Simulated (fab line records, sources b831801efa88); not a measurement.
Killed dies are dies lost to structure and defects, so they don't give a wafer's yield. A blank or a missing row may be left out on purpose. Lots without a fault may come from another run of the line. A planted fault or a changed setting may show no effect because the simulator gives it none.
fab line records | flow gf180mcu
record lots=5 wafers=15 last_day=34
route steps=602 shown HV_LDD@211 NSD@235
lots that met no fault: from a run of the same line without faults
start_h: hours from the record's first day to the start of the lot's first wafer shown | wait_h: hours since the lot's step before | " the same as in the row above | L1.1+2: a row that stands for several wafers | - no value, or no start given | * or withheld: withheld | < > ~ a bound
route shown NAME@n: a module of which the file shows steps, and the number in the route of the first | usual: mean/standard deviation of fault-free wafers | same: alike in all rows | chamber/n: place in a boat | sites: the reading at each site | _std_site: their standard deviation | _edge_site: outer sites' mean less inner sites' | radius_mm: how far each site lies from the wafer's centre | mask NAME#n: copy n | behind: the tool/chamber that last shaped the wafer | hold: why the lot was held/for how many hours/how that ended | device: the transistor (n, p or np) that didn't switch | end of line: the same wafers' tests at the end of the route | a step without rows: its recipe alone | killed: dies lost to structure and defects at the first sort, not the wafer's yield | map: a wafer's dies, x killed, . not, _ none there
set.NAME: the setting as run; set.NAME@STEP: as run at that earlier step | model.NAME: the simulator's own value behind a step, which no gauge read
lots at some steps of the route; a table a step, a row a wafer
services: from which hour (start_h, from the record's first day; less than 0 if before it) a tool's chamber was out of use, for how many hours, and why
## steps
# step GF_HV_LDD_IMPLANT_35
# recipe species=P energy_kev=60 dose_cm2=7.5e+12 tilt_deg=30 rotation_deg=180
# columns lot.wafer tool chamber start_h wait_h
L074.2+4+5 implanter-02 0 256.23 0.1
L079.2+3+4 implanter-03 0 292.70 0.1
L087.2+4+6 implanter-03 0 353.70 0.1
L090.1+2+5 implanter-02 0 384.63 0.1
L096.1+2+6 implanter-02 0 428.55 0.1
# step GF_HV_LDD_IMPLANT_36
# recipe species=P energy_kev=60 dose_cm2=7.5e+12 tilt_deg=30 rotation_deg=270
# columns lot.wafer tool chamber start_h wait_h
L074.2+4+5 implanter-02 0 256.38 0.1
L079.2+3+4 implanter-03 0 292.85 0.1
L087.2+4+6 implanter-03 0 353.85 0.1
L090.1+2+5 implanter-02 0 384.78 0.1
L096.1+2+6 implanter-02 0 428.70 0.1
# step GF_HV_LDD_STRIP_37
# recipe chemistry=O2/N2 power_w=1400 pressure_mtorr=1500 platen_temp_c=250 o2_flow_sccm=3000 n2_flow_sccm=300 overash_fraction=0.5
# usual drypump_motor_current_A=5.9/0.31 heater_power_w=338/31 oes_product_au=0.716/0.0048 strip_time_to_endpoint_s=12.62/0.035
# columns lot.wafer tool chamber start_h wait_h drypump_motor_current_A heater_power_w oes_product_au rf_hours_counter_h strip_time_to_endpoint_s
L074.2 plasma_asher-03 1 256.50 0.1 6.3 376 0.715 15 12.67
L074.4 " 1 " " 6.4 386 0.723 - 12.63
L074.5 " 0 " " 5.8 331 0.716 - 12.67
L079.2 plasma_asher-03 0 292.98 0.1 5.8 338 0.721 19 12.58
L079.3 " 1 " " 6.3 380 0.713 - 12.61
L079.4 " 0 " " 5.8 338 0.713 - 12.61
L087.2 plasma_asher-01 1 353.98 0.1 5.4 368 0.721 69 12.65
L087.4 " 0 " " 5.8 293 0.711 - 12.60
L087.6 " 1 " " 5.4 363 0.714 - 12.63
L090.1 plasma_asher-04 1 384.93 0.1 6.2 311 0.714 76 12.63
L090.2 " 0 " " 5.8 351 0.718 76 12.61
L090.5 " 1 " " 6.2 317 0.718 - 12.62
L096.1 plasma_asher-01 0 428.85 0.1 5.9 287 0.710 76 12.61
L096.2 " 1 " " 5.4 364 0.716 76 12.64
L096.6 " 1 " " 5.4 362 0.720 - 12.61
# step GF_HV_LDD_TW_MEAS_38
# usual HV_LDD_3_TW=1434/11
# columns lot.wafer tool chamber start_h wait_h HV_LDD_3_TW
L074.2 film_metro-04 - 256.61 0.1 1419
L074.4 " - " " 1424
L074.5 " - " " 1424
L079.2 film_metro-04 - 293.09 0.1 1416
L079.3 " - " " 1424
L079.4 " - " " 1418
L087.2 film_metro-03 - 354.09 0.1 1448
L087.4 " - " " 1449
L087.6 " - " " 1447
L090.1 film_metro-04 - 385.03 0.1 1412
L090.2 " - " " 1416
L090.5 " - " " 1414
L096.1 film_metro-03 - 428.95 0.1 1436
L096.2 " - " " 1432
L096.6 " - " " 1431
# step GF_HV_LDD_DEHYDRATE_39
# recipe temp_c=200 time_s=60
# usual resist_line_temp_C=23.01/0.11
# columns lot.wafer tool chamber start_h wait_h resist_line_temp_C
L074.2 litho_track-03 0 265.77 9.1 22.96
L074.4 " 0 " " 22.95
L074.5 " 0 " " 22.94
L079.2 litho_track-01 0 302.43 9.3 23.22
L079.3 " 0 " " 23.24
L079.4 " 0 " " 23.04
L087.2 litho_track-04 0 363.80 9.7 22.95
L087.4 " 0 " " 23.01
L087.6 " 0 " " 23.00
L090.1 litho_track-01 0 395.85 10.8 23.10
L090.2 " 0 " " 23.01
L090.5 " 0 " " 23.04
L096.1 litho_track-03 0 440.24 11.3 22.84
L096.2 " 0 " " 22.95
L096.6 " 0 " " 22.96
# step GF_HV_LDD_HMDS_40
# recipe prime_time_s=60 prime_temp_c=120
# usual resist_line_temp_C=22.96/0.1
# columns lot.wafer tool chamber start_h wait_h resist_line_temp_C
L074.2 litho_track-03 0 265.92 0.1 23.09
L074.4 " 0 " " 23.18
L074.5 " 0 " " 23.16
L079.2 litho_track-01 0 302.58 0.1 22.91
L079.3 " 0 " " 23.26
L079.4 " 0 " " 23.06
L087.2 litho_track-04 0 363.95 0.1 22.88
L087.4 " 0 " " 23.04
L087.6 " 0 " " 22.90
L090.1 litho_track-01 0 396.00 0.1 22.97
L090.2 " 0 " " 22.90
L090.5 " 0 " " 22.91
L096.1 litho_track-03 0 440.39 0.1 22.98
L096.2 " 0 " " 23.00
L096.6 " 0 " " 22.85
# step GF_HV_LDD_COAT_41
# recipe resist=NOVOLAK spin_rpm=3000 resist_thk_nm=1000
# usual resist_line_temp_C=23.00/0.11
# columns lot.wafer tool chamber start_h wait_h resist_line_temp_C
L074.2 litho_track-03 0 266.07 0.1 22.96
L074.4 " 0 " " 23.07
L074.5 " 0 " " 22.88
L079.2 litho_track-01 0 302.73 0.1 23.09
L079.3 " 0 " " 22.91
L079.4 " 0 " " 22.89
L087.2 litho_track-04 0 364.10 0.1 22.93
L087.4 " 0 " " 22.95
L087.6 " 0 " " 22.91
L090.1 litho_track-01 0 396.15 0.1 23.00
L090.2 " 0 " " 22.87
L090.5 " 0 " " 23.12
L096.1 litho_track-03 0 440.54 0.1 23.14
L096.2 " 0 " " 23.15
L096.6 " 0 " " 22.92
# step GF_HV_LDD_SOFTBAKE_42
# recipe temp_c=90 time_s=60 resist=NOVOLAK
# usual resist_line_temp_C=23.01/0.1
# columns lot.wafer tool chamber start_h wait_h resist_line_temp_C
L074.2 litho_track-03 0 266.22 0.1 23.14
L074.4 " 0 " " 23.07
L074.5 " 0 " " 23.01
L079.2 litho_track-01 0 302.88 0.1 22.86
L079.3 " 0 " " 22.91
L079.4 " 0 " " 22.87
L087.2 litho_track-04 0 364.25 0.1 23.02
L087.4 " 0 " " 23.13
L087.6 " 0 " " 23.04
L090.1 litho_track-01 0 396.30 0.1 23.06
L090.2 " 0 " " 23.18
L090.5 " 0 " " 23.08
L096.1 litho_track-03 0 440.69 0.1 22.98
L096.2 " 0 " " 23.15
L096.6 " 0 " " 22.97
# step GF_HV_LDD_EXPOSE_43
# recipe mask_id=Pplus_HV_AREA target_cd_nm=400 na=0.6 source_shape=conventional sigma_outer=0.6 dose_mj=140
# usual exposure_dose_mJ_cm2=139.98/0.15
# columns lot.wafer tool chamber start_h wait_h mask exposure_dose_mJ_cm2
L074.2 iline_stepper-02 0 - - Pplus_HV_AREA#0 139.86
L074.4 " 0 " " Pplus_HV_AREA#0 140.02
L074.5 " 0 " " Pplus_HV_AREA#0 140.01
L079.2 iline_stepper-02 0 - - Pplus_HV_AREA#0 139.96
L079.3 " 0 " " Pplus_HV_AREA#0 140.00
L079.4 " 0 " " Pplus_HV_AREA#0 140.24
L087.2 iline_stepper-02 0 - - Pplus_HV_AREA#0 140.09
L087.4 " 0 " " Pplus_HV_AREA#0 140.14
L087.6 " 0 " " Pplus_HV_AREA#0 140.04
L090.1 iline_stepper-02 0 - - Pplus_HV_AREA#0 140.01
L090.2 " 0 " " Pplus_HV_AREA#0 140.05
L090.5 " 0 " " Pplus_HV_AREA#0 140.08
L096.1 iline_stepper-01 0 - - Pplus_HV_AREA#0 139.78
L096.2 " 0 " " Pplus_HV_AREA#0 139.79
L096.6 " 0 " " Pplus_HV_AREA#0 139.67
# step GF_HV_LDD_PEB_44
# recipe temp_c=withheld time_s=* resist=NOVOLAK
# usual resist_line_temp_C=*
# columns lot.wafer tool chamber start_h wait_h resist_line_temp_C
L074.2 litho_track-01 0 - - *
L074.4 " 0 " " *
L074.5 " 0 " " *
L079.2 litho_track-01 0 - - *
L079.3 " 0 " " *
L079.4 " 0 " " *
L087.2 litho_track-04 0 - - *
L087.4 " 0 " " *
L087.6 " 0 " " *
L090.1 litho_track-01 0 - - *
L090.2 " 0 " " *
L090.5 " 0 " " *
L096.1 litho_track-03 0 - - *
L096.2 " 0 " " *
L096.6 " 0 " " *
# step GF_HV_LDD_DEVELOP_45
# recipe develop_time_s=60 dev_temp_c=23
# usual resist_line_temp_C=22.99/0.1
# columns lot.wafer tool chamber start_h wait_h resist_line_temp_C
L074.2 litho_track-01 0 276.23 0.1 23.12
L074.4 " 0 " " 22.92
L074.5 " 0 " " 22.95
L079.2 litho_track-01 0 312.68 0.1 23.17
L079.3 " 0 " " 22.97
L079.4 " 0 " " 22.80
L087.2 litho_track-04 0 375.70 0.1 22.84
L087.4 " 0 " " 22.92
L087.6 " 0 " " 22.81
L090.1 litho_track-01 0 407.05 0.1 23.07
L090.2 " 0 " " 23.03
L090.5 " 0 " " 22.98
L096.1 litho_track-03 0 453.19 0.1 23.05
L096.2 " 0 " " 23.00
L096.6 " 0 " " 23.00
# step GF_HV_LDD_CD_MEAS_46
# recipe target_cd_nm=400
# usual cd_nm=400.5/2.3
# columns lot.wafer tool chamber start_h wait_h cd_nm
L074.2 cd_sem-01 - 276.37 0.1 399.2
L074.4 " - " " 399.0
L074.5 " - " " 397.2
L079.2 cd_sem-01 - 312.82 0.1 400.2
L079.3 " - " " 399.8
L079.4 " - " " 399.6
L087.2 cd_sem-02 - 375.84 0.1 400.4
L087.4 " - " " 399.9
L087.6 " - " " 399.9
L090.1 cd_sem-01 - 407.20 0.1 400.0
L090.2 " - " " 401.0
L090.5 " - " " 402.3
L096.1 cd_sem-01 - 453.34 0.1 398.4
L096.2 " - " " 400.3
L096.6 " - " " 398.8
# step GF_HV_LDD_OVL_MEAS_47
# usual HV_LDD_03_OVL=0.1/1.4
# columns lot.wafer tool chamber start_h wait_h HV_LDD_03_OVL[nm]
L074.2 overlay-01 - 276.48 0.1 1.3
L074.4 " - " " 0.3
L074.5 " - " " 1.6
L079.2 overlay-02 - 312.93 0.1 -0.6
L079.3 " - " " 0.2
L079.4 " - " " 0.3
L087.2 overlay-01 - 375.95 0.1 0.9
L087.4 " - " " -0.6
L087.6 " - " " 0.2
L090.1 overlay-01 - 407.32 0.1 -0.1
L090.2 " - " " 0.5
L090.5 " - " " 0.6
L096.1 overlay-01 - 453.46 0.1 3.3
L096.2 " - " " 3.0
L096.6 " - " " 1.3
# step GF_HV_LDD_IMPLANT_48
# recipe species=B energy_kev=25 dose_cm2=3e+13 tilt_deg=7
# columns lot.wafer tool chamber start_h wait_h
L074.2+4+5 implanter-03 0 276.54 0.0
L079.2+3+4 implanter-01 0 312.98 0.0
L087.2+4+6 implanter-03 0 376.00 0.0
L090.1+2+5 implanter-03 0 407.36 0.0
L096.1+2+6 implanter-02 0 453.50 0.0
# step GF_HV_LDD_STRIP_49
# recipe chemistry=O2/N2 power_w=1400 pressure_mtorr=1500 platen_temp_c=250 o2_flow_sccm=3000 n2_flow_sccm=300 overash_fraction=0.5
# usual drypump_motor_current_A=5.8/0.33 heater_power_w=341/34 oes_product_au=0.716/0.0044 strip_time_to_endpoint_s=12.63/0.032
# columns lot.wafer tool chamber start_h wait_h drypump_motor_current_A heater_power_w oes_product_au rf_hours_counter_h strip_time_to_endpoint_s
L074.2 plasma_asher-03 0 276.66 0.1 5.8 328 0.712 17 12.64
L074.4 " 1 " " 6.4 387 0.712 - 12.60
L074.5 " 0 " " 5.8 336 0.715 - 12.63
L079.2 plasma_asher-01 1 313.11 0.1 5.4 373 0.719 64 12.65
L079.3 " 1 " " 5.4 363 0.715 - 12.60
L079.4 " 0 " " 5.9 293 0.723 - 12.65
L087.2 plasma_asher-01 0 376.13 0.1 5.9 286 0.719 71 12.65
L087.4 " 0 " " 5.8 290 0.713 - 12.65
L087.6 " 1 " " 5.4 366 0.713 - 12.66
L090.1 plasma_asher-03 0 407.51 0.1 5.8 323 0.715 31 12.66
L090.2 " 1 " " 6.3 383 0.717 31 12.62
L090.5 " 1 " " 6.3 388 0.713 - 12.59
L096.1 plasma_asher-03 1 453.65 0.1 6.3 385 0.715 36 12.69
L096.2 " 0 " " 5.7 337 0.712 36 12.67
L096.6 " 0 " " 5.7 334 0.714 - 12.69
# step GF_HV_LDD_TW_MEAS_50
# usual HV_LDD_4_TW=568/4.8
# columns lot.wafer tool chamber start_h wait_h HV_LDD_4_TW
L074.2 film_metro-03 - 276.77 0.1 566
L074.4 " - " " 568
L074.5 " - " " 566
L079.2 film_metro-03 - 313.22 0.1 570
L079.3 " - " " 572
L079.4 " - " " 569
L087.2 film_metro-03 - 376.24 0.1 570
L087.4 " - " " 571
L087.6 " - " " 570
L090.1 film_metro-03 - 407.61 0.1 571
L090.2 " - " " 569
L090.5 " - " " 568
L096.1 film_metro-01 - 453.75 0.1 574
L096.2 " - " " 575
L096.6 " - " " 576
# step GF_HV_LDD_CLEAN_51
# recipe chemistry=SC1/SC2 mix=1:4:20 temp_c=70 time_s=150 dry=n2_spin
# columns lot.wafer tool chamber start_h wait_h
L074.2+4+5 wet_bench-01 3 276.82 0.0
L079.2+3+4 wet_bench-01 1 313.27 0.0
L087.2+4+6 wet_bench-01 2 376.29 0.0
L090.1+2+5 wet_bench-02 0 407.67 0.1
L096.1+2+6 wet_bench-01 2 453.81 0.1
# step GF_HV_LDD_RTA_52
# recipe temp_c=1000 time_s=10 ambient=N2
# usual chamber_o2_ppm=2.002/0.018 lamp_power_pct=33/3.6 wafer_temp_C_max=1006.1/1.5
# columns lot.wafer tool chamber start_h wait_h chamber_o2_ppm lamp_power_pct wafer_temp_C_max
L074.2 rtp_anneal-01 0 276.89 0.0 2.027 37 1006.3
L074.4 " 0 " " 2.024 37 1005.0
L074.5 " 0 " " 1.991 37 1004.4
L079.2 rtp_anneal-02 0 313.33 0.0 2.008 29 1006.2
L079.3 " 0 " " 1.989 29 1008.7
L079.4 " 0 " " 1.989 30 1005.3
L087.2 rtp_anneal-01 0 376.35 0.0 2.007 37 1005.2
L087.4 " 0 " " 2.005 37 1004.6
L087.6 " 0 " " 2.016 37 1009.0
L090.1 rtp_anneal-02 0 407.72 0.0 2.007 29 1007.1
L090.2 " 0 " " 2.013 30 1007.0
L090.5 " 0 " " 2.047 29 1007.9
L096.1 rtp_anneal-02 0 453.86 0.0 1.992 29 1006.9
L096.2 " 0 " " 2.013 29 1005.2
L096.6 " 0 " " 1.988 29 1005.9
# step GF_HV_LDD_RS_MEAS_53
# recipe thk_meas_gauge=four-point-probe
# usual HV_LDD_RS=418.8/1.1
# columns lot.wafer tool chamber start_h wait_h HV_LDD_RS[ohm/sq]
L074.2 film_metro-04 - 276.96 0.1 418.8
L074.4 " - " " 419.3
L074.5 " - " " 419.5
L079.2 film_metro-01 - 313.41 0.1 420.4
L079.3 " - " " 420.2
L079.4 " - " " 419.6
L087.2 film_metro-01 - 376.42 0.1 416.3
L087.4 " - " " 418.1
L087.6 " - " " 418.0
L090.1 film_metro-03 - 407.78 0.1 419.7
L090.2 " - " " 419.4
L090.5 " - " " 419.2
L096.1 film_metro-03 - 453.93 0.1 417.9
L096.2 " - " " 419.1
L096.6 " - " " 417.6
# step GF_HV_LDD_CVD_54
# recipe material=SiO2 target_thk_nm=10 precursor=TEOS temp_c=680 time_s=75 pressure_mtorr=400
# usual zone_power_bottom_pct=14.6/1.1 zone_power_upper_pct=10.6/0.78
# columns lot.wafer tool chamber start_h wait_h zone_power_bottom_pct zone_power_upper_pct
L074.2 lpcvd-02 0 277.06 0.1 15.6 11.4
L074.4 " 0 " " 15.8 11.3
L074.5 " 0 " " 15.2 11.2
L079.2 lpcvd-01 0 313.51 0.1 15.7 9.8
L079.3 " 0 " " 15.9 10.0
L079.4 " 0 " " 15.9 10.0
L087.2 lpcvd-01 0 376.52 0.1 16.2 10.0
L087.4 " 0 " " 16.1 9.9
L087.6 " 0 " " 15.8 9.8
L090.1 lpcvd-02 0 409.18 1.4 15.5 11.2
L090.2 " 0 " " 15.6 11.4
L090.5 " 0 " " 15.5 11.4
L096.1 lpcvd-01 1 454.05 0.1 14.1 9.9
L096.2 " 1 " " 13.9 9.8
L096.6 " 1 " " 13.7 9.8
# step GF_HV_LDD_THK_MEAS_55
# recipe reads=SiO2_of_HV_LDD_CVD_54
# usual HV_LDD_CVD_54_THK=9.91/0.12
# columns lot.wafer tool chamber start_h wait_h HV_LDD_CVD_54_THK[nm]
L074.2 film_metro-01 - 278.09 0.0 9.80
L074.4 " - " " 9.84
L074.5 " - " " 9.66
L079.2 film_metro-03 - 314.54 0.0 9.84
L079.3 " - " " 9.97
L079.4 " - " " 10.02
L087.2 film_metro-01 - 377.55 0.0 9.95
L087.4 " - " " 9.83
L087.6 " - " " 9.75
L090.1 film_metro-03 - 410.71 0.0 9.95
L090.2 " - " " 9.91
L090.5 " - " " 9.99
L096.1 film_metro-04 - 455.58 0.0 10.06
L096.2 " - " " 9.89
L096.6 " - " " 9.91
# step GF_HV_LDD_CVD_56
# recipe material=Si3N4 precursor=DCS/NH3 target_thk_nm=90 temp_c=770 time_s=1543 pressure_mtorr=250
# usual zone_power_bottom_pct=18.8/1.3 zone_power_upper_pct=13.3/1
# columns lot.wafer tool chamber start_h wait_h zone_power_bottom_pct zone_power_upper_pct
L074.2 lpcvd-02 1 278.14 0.0 16.9 14.5
L074.4 " 1 " " 16.9 14.4
L074.5 " 1 " " 16.8 14.4
L079.2 lpcvd-01 0 314.59 0.0 20.5 12.6
L079.3 " 0 " " 20.5 12.6
L079.4 " 0 " " 20.1 12.8
L087.2 lpcvd-02 0 377.60 0.0 19.8 14.4
L087.4 " 0 " " 19.9 14.4
L087.6 " 0 " " 20.1 14.4
L090.1 lpcvd-01 0 410.78 0.1 20.4 12.6
L090.2 " 0 " " 20.6 12.6
L090.5 " 0 " " 20.7 12.5
L096.1 lpcvd-01 1 455.64 0.1 17.8 12.4
L096.2 " 1 " " 17.6 12.5
L096.6 " 1 " " 17.4 12.5
# step GF_HV_LDD_THK_MEAS_57
# recipe reads=Si3N4_of_HV_LDD_CVD_56
# usual HV_LDD_CVD_56_THK=89.9/0.69
# columns lot.wafer tool chamber start_h wait_h HV_LDD_CVD_56_THK[nm]
L074.2 film_metro-04 - 279.58 0.0 89.1
L074.4 " - " " 89.7
L074.5 " - " " 89.6
L079.2 film_metro-04 - 316.03 0.0 89.6
L079.3 " - " " 89.7
L079.4 " - " " 89.8
L087.2 film_metro-04 - 379.04 0.0 91.0
L087.4 " - " " 91.3
L087.6 " - " " 90.6
L090.1 film_metro-04 - 412.21 0.0 89.8
L090.2 " - " " 90.9
L090.5 " - " " 89.7
L096.1 film_metro-04 - 457.78 0.0 89.9
L096.2 " - " " 89.8
L096.6 " - " " 90.0
# step GF_HV_LDD_ETCHBACK_58
# recipe chemistry=CH3F/O2 target=Si3N4 stop_on=SiO2 source_w=400 bias_w=80 pressure_mtorr=25 ch3f_flow_sccm=40 O2_flow_sccm=30 time_s=100 target_depth_a=900
# usual drypump_motor_current_A=5.6/0.34 oes_product_au=0.841/0.006 rf_fwd_power_W=398.2/1.2 throttle_valve_pct=10.561/0.0093
# columns lot.wafer tool chamber start_h wait_h drypump_motor_current_A oes_product_au rf_fwd_power_W rf_hours_counter_h throttle_valve_pct
L074.2 rie_diel-03 0 279.63 0.0 5.6 0.840 398.2 89 10.559
L074.4 " 2 " " 5.7 0.839 399.4 1 10.557
L074.5 " 1 " " 5.8 0.846 398.8 - 10.545
L079.2 rie_diel-03 2 316.08 0.0 5.7 0.835 398.7 2 10.577
L079.3 " 0 " " 5.6 0.832 398.8 90 10.567
L079.4 " 1 " " 5.8 0.840 398.9 47 10.575
L087.2 rie_diel-01 0 379.09 0.0 5.5 0.844 398.3 66 10.557
L087.4 " 2 " " 6.5 0.843 396.1 94 10.564
L087.6 " 3 " " 6.2 0.847 398.0 - 10.560
L090.1 rie_diel-03 3 412.27 0.1 5.9 0.856 397.6 7 10.573
L090.2 " 2 " " 5.7 0.849 400.8 4 10.572
L090.5 " 3 " " 5.9 0.832 398.7 - 10.565
L096.1 rie_diel-02 1 457.84 0.1 5.3 0.838 396.1 2 10.556
L096.2 " 2 " " 5.3 0.835 399.2 5 10.553
L096.6 " 0 " " 5.5 0.847 399.9 - 10.547
# step GF_NSD_DEHYDRATE_00
# recipe temp_c=200 time_s=60
# usual resist_line_temp_C=23.00/0.1
# columns lot.wafer tool chamber start_h wait_h resist_line_temp_C
L074.2 litho_track-04 0 289.05 9.4 22.99
L074.4 " 0 " " 22.99
L074.5 " 0 " " 23.00
L079.2 litho_track-02 0 325.56 9.4 22.94
L079.3 " 0 " " 22.94
L079.4 " 0 " " 23.06
L087.2 litho_track-04 0 388.60 9.5 22.88
L087.4 " 0 " " 22.82
L087.6 " 0 " " 23.01
L090.1 litho_track-02 0 423.83 11.5 22.99
L090.2 " 0 " " 23.13
L090.5 " 0 " " 23.08
L096.1 litho_track-04 0 469.87 12.0 23.01
L096.2 " 0 " " 23.07
L096.6 " 0 " " 23.01
# step GF_NSD_HMDS_01
# recipe prime_time_s=60 prime_temp_c=120
# usual resist_line_temp_C=23.03/0.11
# columns lot.wafer tool chamber start_h wait_h resist_line_temp_C
L074.2 litho_track-04 0 289.20 0.1 23.08
L074.4 " 0 " " 23.03
L074.5 " 0 " " 23.09
L079.2 litho_track-02 0 325.71 0.1 22.85
L079.3 " 0 " " 22.85
L079.4 " 0 " " 23.00
L087.2 litho_track-04 0 388.75 0.1 22.88
L087.4 " 0 " " 23.10
L087.6 " 0 " " 23.01
L090.1 litho_track-02 0 423.98 0.1 23.09
L090.2 " 0 " " 23.01
L090.5 " 0 " " 23.11
L096.1 litho_track-04 0 470.02 0.1 23.10
L096.2 " 0 " " 22.88
L096.6 " 0 " " 23.04
# step GF_NSD_COAT_02
# recipe resist=NOVOLAK spin_rpm=3000 resist_thk_nm=1000
# usual resist_line_temp_C=23.01/0.11
# columns lot.wafer tool chamber start_h wait_h resist_line_temp_C
L074.2 litho_track-04 0 289.35 0.1 23.12
L074.4 " 0 " " 23.02
L074.5 " 0 " " 22.97
L079.2 litho_track-02 0 325.86 0.1 23.04
L079.3 " 0 " " 22.95
L079.4 " 0 " " 22.86
L087.2 litho_track-04 0 388.90 0.1 22.99
L087.4 " 0 " " 23.10
L087.6 " 0 " " 23.00
L090.1 litho_track-02 0 424.13 0.1 22.89
L090.2 " 0 " " 22.92
L090.5 " 0 " " 22.82
L096.1 litho_track-04 0 470.17 0.1 22.94
L096.2 " 0 " " 22.89
L096.6 " 0 " " 23.08
# step GF_NSD_SOFTBAKE_03
# recipe temp_c=90 time_s=60 resist=NOVOLAK
# usual resist_line_temp_C=22.98/0.11
# columns lot.wafer tool chamber start_h wait_h resist_line_temp_C
L074.2 litho_track-04 0 289.50 0.1 23.03
L074.4 " 0 " " 23.10
L074.5 " 0 " " 23.20
L079.2 litho_track-02 0 326.01 0.1 23.06
L079.3 " 0 " " 23.07
L079.4 " 0 " " 23.01
L087.2 litho_track-04 0 389.05 0.1 23.12
L087.4 " 0 " " 23.06
L087.6 " 0 " " 22.94
L090.1 litho_track-02 0 424.28 0.1 22.91
L090.2 " 0 " " 22.96
L090.5 " 0 " " 23.03
L096.1 litho_track-04 0 470.32 0.1 23.06
L096.2 " 0 " " 23.06
L096.6 " 0 " " 23.06
# step GF_NSD_EXPOSE_04
# recipe mask_id=Nplus target_cd_nm=400 na=0.6 source_shape=conventional sigma_outer=0.6 dose_mj=140
# usual exposure_dose_mJ_cm2=139.94/0.15
# columns lot.wafer tool chamber start_h wait_h mask exposure_dose_mJ_cm2
L074.2 iline_stepper-02 0 - - Nplus#0 139.95
L074.4 " 0 " " Nplus#0 139.73
L074.5 " 0 " " Nplus#0 139.84
L079.2 iline_stepper-02 0 - - Nplus#0 139.87
L079.3 " 0 " " Nplus#0 139.89
L079.4 " 0 " " Nplus#0 139.71
L087.2 iline_stepper-02 0 - - Nplus#0 139.85
L087.4 " 0 " " Nplus#0 140.13
L087.6 " 0 " " Nplus#0 140.26
L090.1 iline_stepper-01 0 - - Nplus#0 140.00
L090.2 " 0 " " Nplus#0 140.27
L090.5 " 0 " " Nplus#0 140.04
L096.1 iline_stepper-02 0 - - Nplus#0 139.98
L096.2 " 0 " " Nplus#0 140.04
L096.6 " 0 " " Nplus#0 140.04
# step GF_NSD_PEB_05
# recipe temp_c=withheld time_s=* resist=NOVOLAK
# usual resist_line_temp_C=*
# columns lot.wafer tool chamber start_h wait_h resist_line_temp_C
L074.2 litho_track-01 0 - - *
L074.4 " 0 " " *
L074.5 " 0 " " *
L079.2 litho_track-01 0 - - *
L079.3 " 0 " " *
L079.4 " 0 " " *
L087.2 litho_track-04 0 - - *
L087.4 " 0 " " *
L087.6 " 0 " " *
L090.1 litho_track-01 0 - - *
L090.2 " 0 " " *
L090.5 " 0 " " *
L096.1 litho_track-04 0 - - *
L096.2 " 0 " " *
L096.6 " 0 " " *
# step GF_NSD_DEVELOP_06
# recipe develop_time_s=60 dev_temp_c=23
# usual resist_line_temp_C=23.00/0.11
# columns lot.wafer tool chamber start_h wait_h resist_line_temp_C
L074.2 litho_track-01 0 298.73 0.1 23.09
L074.4 " 0 " " 22.93
L074.5 " 0 " " 23.15
L079.2 litho_track-01 0 335.33 0.1 22.87
L079.3 " 0 " " 22.91
L079.4 " 0 " " 22.82
L087.2 litho_track-04 0 400.15 0.1 22.95
L087.4 " 0 " " 23.02
L087.6 " 0 " " 22.96
L090.1 litho_track-01 0 435.80 0.1 22.85
L090.2 " 0 " " 22.91
L090.5 " 0 " " 22.97
L096.1 litho_track-04 0 482.02 0.1 23.01
L096.2 " 0 " " 23.08
L096.6 " 0 " " 23.11
# step GF_NSD_CD_MEAS_07
# recipe target_cd_nm=400
# usual cd_nm=399.7/2.1
# columns lot.wafer tool chamber start_h wait_h cd_nm
L074.2 cd_sem-02 - 298.87 0.1 402.1
L074.4 " - " " 403.9
L074.5 " - " " 402.3
L079.2 cd_sem-02 - 335.47 0.1 397.7
L079.3 " - " " 400.7
L079.4 " - " " 399.8
L087.2 cd_sem-02 - 400.29 0.1 401.2
L087.4 " - " " 401.3
L087.6 " - " " 401.2
L090.1 cd_sem-01 - 435.95 0.1 399.3
L090.2 " - " " 400.4
L090.5 " - " " 400.0
L096.1 cd_sem-02 - 482.17 0.1 400.2
L096.2 " - " " 398.7
L096.6 " - " " 399.6
# step GF_NSD_OVL_MEAS_08
# usual NSD_OVL=0.0/1.6
# columns lot.wafer tool chamber start_h wait_h NSD_OVL[nm]
L074.2 overlay-01 - 298.98 0.1 0.8
L074.4 " - " " 0.9
L074.5 " - " " 0.7
L079.2 overlay-01 - 335.58 0.1 0.2
L079.3 " - " " 1.1
L079.4 " - " " 0.2
L087.2 overlay-01 - 400.40 0.1 -0.9
L087.4 " - " " -2.0
L087.6 " - " " -2.0
L090.1 overlay-02 - 436.07 0.1 2.7
L090.2 " - " " 3.0
L090.5 " - " " 2.1
L096.1 overlay-02 - 482.29 0.1 -0.8
L096.2 " - " " -2.2
L096.6 " - " " -1.7
# step GF_NSD_IMPLANT_09
# recipe species=As energy_kev=60 dose_cm2=4e+15 tilt_deg=7
# columns lot.wafer tool chamber start_h wait_h
L074.2+4+5 implanter-01 0 299.03 0.0
L079.2+3+4 implanter-04 0 335.63 0.0
L087.2+4+6 implanter-03 0 400.45 0.0
L090.1+2+5 implanter-03 0 436.11 0.0
L096.1+2+6 implanter-01 0 482.32 0.0
# step GF_NSD_IMPLANT_10
# recipe species=P energy_kev=40 dose_cm2=5e+14 tilt_deg=7
# columns lot.wafer tool chamber start_h wait_h
L074.2+4+5 implanter-01 0 299.18 0.1
L079.2+3+4 implanter-04 0 335.78 0.1
L087.2+4+6 implanter-03 0 400.60 0.1
L090.1+2+5 implanter-03 0 436.26 0.1
L096.1+2+6 implanter-01 0 482.47 0.1
## services
# columns tool chamber start_h hours kind
plasma_asher-03 - 240.12 0.8 repair
iline_stepper-02 - 246.58 7.0 repair
lpcvd-01 - 252.84 0.9 repair
plasma_asher-03 - 268.58 0.4 repair
plasma_asher-01 - 282.28 2.1 repair
implanter-01 - 295.83 2.7 pm
lpcvd-02 - 306.03 0.8 pm
iline_stepper-02 - 315.87 2.1 pm
iline_stepper-02 - 326.89 2.1 repair
lpcvd-01 - 330.06 0.4 repair
lpcvd-02 - 335.71 0.2 repair
implanter-03 - 339.39 4.0 pm
rie_diel-03 2 340.03 27.1 repair
rie_diel-03 0 349.12 2.9 repair
iline_stepper-02 - 359.91 4.4 pm
iline_stepper-02 - 365.29 4.8 repair
rie_diel-03 3 370.09 6.8 repair
iline_stepper-02 - 384.96 2.5 repair
implanter-02 - 387.81 4.2 pm
plasma_asher-03 - 391.87 0.7 repair
implanter-01 - 396.81 1.3 repair
implanter-03 - 397.19 0.7 repair
plasma_asher-01 - 402.60 7.5 repair
iline_stepper-02 - 402.65 1.7 pm
## key
fault none
